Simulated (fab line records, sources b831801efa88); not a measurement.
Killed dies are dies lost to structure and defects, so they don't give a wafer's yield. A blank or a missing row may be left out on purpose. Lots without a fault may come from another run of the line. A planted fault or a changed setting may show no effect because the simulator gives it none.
Problem report in the 8D (eight disciplines) form, filled by code | flow sky130 | the parts of the form that need people (team, actions taken, sign-off) are left out

1. THE PROBLEM
cd_nm at SKY_SONOS_TUNNEL_CD_MEAS_07 reads a mean of 426.2 nm on 6 wafers of 2 lots; wafers without a fault read 409.7 nm with a standard deviation of 3. That is +5.5 standard deviations from the usual mean.
The step: target cd 410 nm.
First seen on wafer L392.1, day 17 15:10, on cd_sem-02. The record holds 42 wafers of 14 lots with a number at this step. Rule for "out", or "out of limits": more than 4 standard deviations from the usual mean. The other wafers with a number count as sound.

2. WHAT IT IS AND WHAT IT IS NOT
question                    | is                     | is not
which readings at this step | cd_nm                  | -
which lots                  | L392, L394             | L373, L374, L375, L376, L378, L380, L383, L384, L385, L388, L395, L396
which wafers of those lots  | all that have a number | -
read on which gauges        | cd_sem-01, cd_sem-02   | -
when                        | from day 17 15:10      | up to then (30 sound wafers); but 6 sound wafers of L395, L396 came after

3. SUSPECTS, AND WHAT RULES EACH OUT
Counting: a tool at a process step up to the reading stays a suspect if it ran every lot that is out and no sound lot after the first of them.
- the gauge at SKY_SONOS_TUNNEL_CD_MEAS_07: ruled out. The wafers that are out were read on 2 gauges (cd_sem-01, cd_sem-02).
- litho_track-04 at SKY_SONOS_TUNNEL_COAT_02 (resist thk 1140 nm): kept. It ran every lot that is out, first L392 (day 17 00:24), and no sound lot after that; its last sound lot up to then is L388 (day 15 16:49).
Left after counting: litho_track-04 at SKY_SONOS_TUNNEL_COAT_02.

4. THE CAUSE (what the simulator had put in)
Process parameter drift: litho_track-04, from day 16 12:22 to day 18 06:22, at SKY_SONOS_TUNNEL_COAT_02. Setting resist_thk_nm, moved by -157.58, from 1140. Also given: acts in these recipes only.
Counting left only this tool.

5. THE CHAIN OF EFFECTS, in route order
Each row: a reading whose mean over the struck wafers that have a number lies more than 3 standard deviations from the usual. Only readings for which the record gives a usual standard deviation are gone through. hours: the time from each lot's start at the first step in this table that gives one to its start at this step, as a median over the lots. sigmas: the change in usual standard deviations.
hours | step                        | reading | usual    | on struck wafers | change | sigmas
0     | SKY_SONOS_TUNNEL_CD_MEAS_07 | cd_nm   | 409.7 nm | 426.2            | +16.5  | +5.5
Later measuring or inspecting steps at which every struck wafer that the step has a row for has a number for every such reading, and none has moved that far: SKY_SONOS_ONO_THK_MEAS_05, SKY_SONOS_ONO_CD_MEAS_13.

6. WHAT WOULD HAVE CAUGHT IT SOONER
In this record the first reading out of limits at a measuring or inspecting step was taken at day 17 15:10, 27 hours after the fault began at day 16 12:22.
Of the tool readings at SKY_SONOS_TUNNEL_COAT_02 for which the record gives a usual standard deviation, none was out on any struck wafer, so an alarm limit of 4 standard deviations on them would not have fired.
Of the lots that are out (2), L394 began SKY_SONOS_TUNNEL_COAT_02 on litho_track-04 after day 17 15:10. A hold on the tool at that time would have spared it.
